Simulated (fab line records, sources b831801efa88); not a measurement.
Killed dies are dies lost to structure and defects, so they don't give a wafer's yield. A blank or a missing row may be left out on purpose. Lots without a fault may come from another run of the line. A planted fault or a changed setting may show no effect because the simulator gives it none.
Which tool did it? | flow gf180mcu | 13 lots, 39 wafers sampled, at 4 steps of a route of 602

WHAT THE GAUGES READ, wafer by wafer
GF_MIM_RS_MEAS_10: measures by four-point-probe.
lot  | measured     | on            | MIM_ALCU_RS (ohm/sq)
L281 | day 25 04:38 | film_metro-04 | 0.1595 0.1584 0.1579
L282 | day 25 06:28 | film_metro-04 | 0.1551 0.1571 0.1561
L283 | day 25 09:29 | film_metro-04 | 0.1588 0.1591 0.1596
L285 | day 27 00:36 | film_metro-01 | 0.1573 0.1595 0.1560
L296 | day 29 22:27 | film_metro-04 | 0.1576 0.1567 0.1555
L297 | day 30 13:38 | film_metro-04 | 0.1588 0.1564 0.1570
L298 | day 30 15:25 | film_metro-01 | 0.1545 0.1540 0.1539
L299 | day 30 18:08 | film_metro-04 | 0.1589 0.1561 0.1570
L300 | day 30 22:16 | film_metro-04 | 0.1561 0.1567 0.1556
L301 | day 31 06:43 | film_metro-02 | 0.1526 0.1536 0.1537
L302 | day 31 13:13 | film_metro-02 | 0.1551 0.1555 0.1549
L303 | day 32 04:28 | film_metro-02 | 0.1571 0.1569 0.1573
L304 | day 32 07:00 | film_metro-04 | 0.1605 0.1619 0.1597

GF_V5_THK_MEAS_25: measures by xrf.
lot  | measured     | on            | V5_W_THK (nm)
L281 | day 27 21:35 | film_metro-03 | 356 359 356
L282 | day 28 00:26 | film_metro-02 | 356 355 356
L283 | day 28 04:40 | film_metro-04 | 368 363 359
L285 | day 29 13:38 | film_metro-04 | 349 347 349
L296 | day 32 07:53 | film_metro-02 | 348 348 351
L297 | day 32 20:07 | film_metro-02 | 349 351 353
L298 | day 32 23:34 | film_metro-03 | 349 348 353
L299 | day 33 01:38 | film_metro-04 | 354 350 352
L300 | day 33 05:49 | film_metro-04 | 360 358 364
L301 | day 33 13:04 | film_metro-02 | 365 365 360
L302 | day 33 19:40 | film_metro-04 | 359 360 364
L303 | day 34 08:47 | film_metro-03 | 358 366 367
L304 | day 34 09:33 | film_metro-03 | 353 361 362

WHICH TOOL RAN EACH LOT (tool, then ch and the chambers of the sampled wafers, then the start)
lot  | GF_V4_CMP_26                  | GF_M5_ETCH_09
L281 | cmp-02 ch 0,3, day 25 03:55   | rie_diel-04 ch 0,1,2, day 26 23:00
L282 | cmp-02 ch 1,2,3, day 25 05:43 | rie_diel-03 ch 1,2, day 27 01:15
L283 | cmp-02 ch 0,2,3, day 25 08:46 | rie_diel-02 ch 1,2,3, day 27 05:13
L285 | cmp-02 ch 0,3, day 26 23:53   | rie_diel-03 ch 0,3, day 28 15:34
L296 | cmp-01 ch 0,1, day 29 21:44   | rie_diel-02 ch 0,1,3, day 31 11:43
L297 | cmp-01 ch 1,2,3, day 30 12:56 | rie_diel-04 ch 1,2,3, day 32 00:52
L298 | cmp-01 ch 1,3, day 30 14:41   | rie_diel-04 ch 0,1,3, day 32 04:24
L299 | cmp-01 ch 0,3, day 30 17:25   | rie_diel-03 ch 1,2,3, day 32 06:04
L300 | cmp-01 ch 0,2, day 30 21:37   | rie_diel-03 ch 0,2,3, day 32 10:43
L301 | cmp-01 ch 0,3, day 31 05:58   | rie_diel-03 ch 1,2, day 32 17:15
L302 | cmp-01 ch 0,3, day 31 12:32   | rie_diel-02 ch 1,2, day 33 00:23
L303 | cmp-02 ch 0,2,3, day 32 03:46 | rie_diel-02 ch 0,2,3, day 33 13:30
L304 | cmp-02 ch 0,1,3, day 32 06:19 | rie_diel-04 ch 0,1,2, day 33 15:28
- GF_V4_CMP_26: polishes, stops on SiO2, t overpolish 15 s, target thk 0 nm.
- GF_M5_ETCH_09: etches Si3N4 in CF4/O2, target depth 52 nm, time 11.6 s.

WHAT THE TOOLS THEMSELVES READ (means of the sampled wafers that have a number; where no wafer has one, the mark that the record gives instead)
GF_V4_CMP_26.
lot  | tool   | motor_current_A (A) | overpolish_run_s (s) | time_to_endpoint_s (s)
L281 | cmp-02 | 10.6                | 14.998               | 82
L282 | cmp-02 | 11.5                | 14.992               | 83
L283 | cmp-02 | 11.7                | 14.996               | 79
L285 | cmp-02 | 10.9                | 15.005               | 82
L296 | cmp-01 | 9.9                 | 15.006               | 82
L297 | cmp-01 | 11.0                | 14.999               | 81
L298 | cmp-01 | 12.3                | 15.005               | 85
L299 | cmp-01 | 12.2                | 15.004               | 84
L300 | cmp-01 | 9.9                 | 15.000               | 91
L301 | cmp-01 | 12.3                | 15.010               | 84
L302 | cmp-01 | 12.5                | 15.008               | 90
L303 | cmp-02 | 11.7                | 15.001               | 82
L304 | cmp-02 | 10.3                | 14.997               | 87

GF_M5_ETCH_09.
lot  | tool        | bias_w (W) | drypump_motor_current_A (A) | oes_product_au (a.u.) | throttle_valve_pct (%)
L281 | rie_diel-04 | 149.6      | 5.8                         | 0.997                 | 5.976
L282 | rie_diel-03 | 149.8      | 6.0                         | 0.988                 | 5.964
L283 | rie_diel-02 | 150.0      | 5.2                         | 1.019                 | 5.975
L285 | rie_diel-03 | 150.0      | 5.7                         | 0.988                 | 5.967
L296 | rie_diel-02 | 150.0      | 5.5                         | 0.997                 | 5.967
L297 | rie_diel-04 | 150.4      | 6.1                         | 0.989                 | 5.964
L298 | rie_diel-04 | 150.3      | 5.6                         | 0.983                 | 5.963
L299 | rie_diel-03 | 149.8      | 6.1                         | 0.988                 | 5.970
L300 | rie_diel-03 | 149.9      | 5.9                         | 0.991                 | 5.968
L301 | rie_diel-03 | 149.9      | 6.3                         | 0.987                 | 5.966
L302 | rie_diel-02 | 149.7      | 5.1                         | 1.016                 | 5.970
L303 | rie_diel-02 | 149.9      | 5.7                         | 1.001                 | 5.967
L304 | rie_diel-04 | 149.9      | 5.8                         | 0.986                 | 5.968

THE ANSWER, worked out from the rows above alone
Rule: what is usual is taken from the lots themselves. Put in order of their means at a reading, lots are off if they are a third of the lots or fewer, leave a main group of 4 or more, and stand apart from it by a gap of 3 or more times the standard deviation of the main group's means; of several such gaps the widest counts. A main group whose means are all the same, to the digits that the tables above print for the reading, isn't used. A lot without any number at a reading at which 4 lots or more have one is off too. The other lots that the step has rows for count as sound. The gauges are gone through in route order, then the tools' own readings, and for those a lot's mean is taken as printed above. The first step at which some lot is off is used, and at that step the reading that is off furthest; a lot without a number counts as furthest.
No lot is off at any reading shown: from this, nothing can be told.

WHAT THE SIMULATOR HAD PUT IN
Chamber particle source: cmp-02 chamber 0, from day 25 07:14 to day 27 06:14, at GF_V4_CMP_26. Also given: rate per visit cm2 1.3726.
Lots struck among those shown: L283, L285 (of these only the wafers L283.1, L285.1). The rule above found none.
